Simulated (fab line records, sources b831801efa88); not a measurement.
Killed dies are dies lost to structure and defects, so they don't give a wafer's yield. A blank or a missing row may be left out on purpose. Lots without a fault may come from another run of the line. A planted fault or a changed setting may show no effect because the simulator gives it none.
One fault seen from 2 desks | flow gf180mcu | each desk has only its own numbers; what lay behind them comes last

THE TOOL OWNER'S DESK: pvd_sputter-03
The tool's own readings at GF_M3_SPUTTER_04 (material TiN, target thk 50 nm, time 41.7 s): means of the sampled wafers that have a number, for each lot that ran on this tool. A lot is out of limits, marked OUT, if its mean lies more than 4 standard deviations from the usual mean; the brackets give that distance.
Columns: A = throttle_valve_pct at GF_M3_SPUTTER_04, usual 29.8 %
lot  | first seen here | A
L267 | day 22 20:46    | 29.6
L277 | day 26 06:11    | 29.6
This desk's finding: nothing out of limits on any of the 2 lots.

THE METROLOGY DESK
What the gauges read, lot by lot, whatever tool the lot ran on: means of the sampled wafers that have a number. A lot is out of limits, marked OUT, if its mean lies more than 4 standard deviations from the usual mean; the brackets give that distance. Of its 9 readings 7 are shown: those that lie furthest out on some lot.
Columns: A = V2_W_RS at GF_V2_RS_MEAS_24, usual 0.3280 ohm/sq; B = V2_W_THK at GF_V2_THK_MEAS_25, usual 347 nm; C = M3_ALCU_THK at GF_M3_THK_MEAS_06, usual 458 nm; D = cd_nm at GF_M3_CD_MEAS_14, usual 279.6 nm; E = M3_OVL at GF_M3_OVL_MEAS_15, usual 2 nm; F = V3_CVD_02_THK at GF_V3_THK_MEAS_03, usual 849 nm; G = V3_BOW at GF_V3_BOW_MEAS_05, usual 117 um
lot  | first seen here | A      | B   | C   | D     | E  | F   | G
L266 | day 22 06:01    | 0.3236 | 358 | 459 | 278.3 | 8  | 844 | 106
L267 | day 22 20:10    | 0.3254 | 346 | 456 | 281.9 | -1 | 854 | 117
L277 | day 26 05:31    | 0.3332 | 334 | 459 | 278.1 | -1 | 834 | 108
L283 | day 27 14:32    | 0.3283 | 350 | 452 | 281.4 | -5 | 856 | 111
L284 | day 28 01:47    | 0.3259 | 347 | 451 | 278.4 | 1  | 850 | 119
This desk's finding: nothing out of limits on any of the 5 lots.

PUT TOGETHER
The tool owner's desk saw nothing out of limits.
The metrology desk saw nothing out of limits.

WHAT THE SIMULATOR HAD PUT IN
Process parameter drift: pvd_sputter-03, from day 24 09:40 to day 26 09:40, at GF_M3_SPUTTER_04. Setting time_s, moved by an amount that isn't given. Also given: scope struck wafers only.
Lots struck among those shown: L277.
